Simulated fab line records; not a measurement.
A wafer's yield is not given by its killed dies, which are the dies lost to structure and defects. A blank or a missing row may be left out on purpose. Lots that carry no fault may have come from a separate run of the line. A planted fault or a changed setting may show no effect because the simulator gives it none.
Struck lot and sound lot, side by side ; flow sky130 ; 15 steps out of a route of 708
Sound: these wafers, L704.3, L704.4, L704.6. Wafers L708.2, L708.3, L708.5 were the ones struck. The cause is given at the end.
Each step with rows lists, per side, the tool, then ch with its chambers, then its first start. Under that, the readings that differ: sound wafers ; struck wafers ; difference of the means ; sigmas: that difference in standard deviations of wafers without a fault.
alike: a reading whose means differ by less than 2 such deviations, as well as words and numbers matching on both sides. not compared: withheld readings; readings where some wafer has no value; bounds like >300 that might hide an equal value; numbers whose values overlap and for which the record gives no deviation.
A row with sigmas, a row that says differs or no value, or rows on one side alone: a step with any of these is where the two part. When numbers do not overlap yet have no deviation, they are printed without sigmas and do not part them. Lack of a reading on every wafer of one side parts them only where that side has two or more wafers.

first, 3 steps without rows for these wafers: SKY_SONOS_TUNNEL_EXPOSE_04 (exposes mask TUNM, target cd 410 nm); SKY_SONOS_TUNNEL_PEB_05; SKY_SONOS_TUNNEL_DEVELOP_06 (develop time 60 s).
SKY_SONOS_TUNNEL_CD_MEAS_07 targets a cd of 410 nm.
  struck on cd-sem-02, day 13 18:59; sound on cd-sem-01, day 12 05:20
  alike: cd-nm
SKY_SONOS_TUNNEL_OVL_MEAS_08:
  struck on overlay-02, day 13 19:05; sound on overlay-01, day 12 05:26
  alike: SONOS_TUNNEL_OVL
then, 3 steps without rows for these wafers: SKY_SONOS_TUNNEL_IMPLANT_09; SKY_SONOS_TUNNEL_WET_ETCH_10 (etches SiO2 in dHF, target depth 14 nm, time 280 s); SKY_SONOS_TUNNEL_STRIP_11 (strips in SPM, time 600 s).
SKY_SONOS_TUNNEL_TW_MEAS_12:
  struck on film-metro-02, day 13 19:34; sound on film-metro-02, day 12 05:54
  alike: SONOS_TUNNEL_TW
then, 2 steps without rows for these wafers: SKY_SONOS_TUNNEL_CLEAN_13 (cleans in dHF, time 20 s); SKY_SONOS_ONO_OXIDATION_00 (stabilise 600 s, purge 300 s, target thk 2.6 nm).
SKY_SONOS_ONO_THK_MEAS_01:
  struck on film-metro-03, day 13 21:14; sound on film-metro-03, day 12 08:33
  alike: SONOS_ONO_OXIDATION_THK
SKY_SONOS_ONO_CVD_02: deposits Si3N4 from DCS/NH3, target thk 10.5 nm, time 180 s.
  sound on lpcvd-02 ch 0, day 12 08:35; struck on lpcvd-02 ch 1, day 13 22:39
reading;sound;struck;difference;sigmas
model.Si3N4_of_SONOS_ONO_CVD_02.thk-nm (nm);10.69 10.54 10.54;5.889 5.991 5.773;-4.706;
  alike: spike-tc-lower-C, susceptor-temp-C
SKY_SONOS_ONO_THK_MEAS_03:
  struck on film-metro-03, day 13 23:56; sound on film-metro-01, day 12 09:40
reading;sound;struck;difference;sigmas
SONOS_ONO_CVD_02_THK (nm);10.65 10.51 10.54;5.89 5.99 5.78;-4.68;-36
  not compared: hold
-- record jumps: 34 days separate the struck wafers' starts on either side; left off in module SONOS_ONO, taken up again in module PAD_OPEN, whose first shown step is the route's number 708 --
SKY_PAD_OPEN_PROBE_99:
  struck on prober-02, day 47 15:34; sound on prober-01, day 46 10:59
reading;sound;struck;difference;sigmas
model.etest.sonos-uncharged.r-on-ohm-um;800.5 805.6 792.5;755.9 745.5 763.1;-44.7;
model.etest.cap-ono.gate-log10-a-cm2;-8.04 -7.921 -7.949;-5.155 -5.311 -5.345;+2.700;
model.etest.cap-ono.gate-bv-v (V);15.99 16.4 16.41;14.13 14.46 14.37;-1.95;
model.etest.cap-ono.tox-acc-nm (nm);13 12.92 12.85;10.73 10.9 10.95;-2.06;
model.etest.sonos-baked.vt-less-v (V);-0.4725 -0.5514 -0.5027;-0.8436 -0.8343 -0.8338;-0.3284;
model.etest.sonos-baked.vt-v (V);0.885 0.8702 0.9153;0.6168 0.6575 0.6168;-0.2598;
model.etest.sonos-erased.vt-v (V);-2.284 -2.322 -2.389;-2.216 -2.254 -2.176;+0.116;
  alike: killed_at_M0_to_M3, killed_at_M4_up, killed-at-contacts, killed-at-front-end, killed-at-other, killed-dies, killed-open, killed-short
  not compared: model.etest.sonos-erased.drive-ua-um

WHERE THEY PART
Only at SKY_SONOS_ONO_THK_MEAS_03, within this record. Later steps at which nothing parts them and some readings are alike: SKY_PAD_OPEN_PROBE_99.

WHY: whatever the simulator had introduced
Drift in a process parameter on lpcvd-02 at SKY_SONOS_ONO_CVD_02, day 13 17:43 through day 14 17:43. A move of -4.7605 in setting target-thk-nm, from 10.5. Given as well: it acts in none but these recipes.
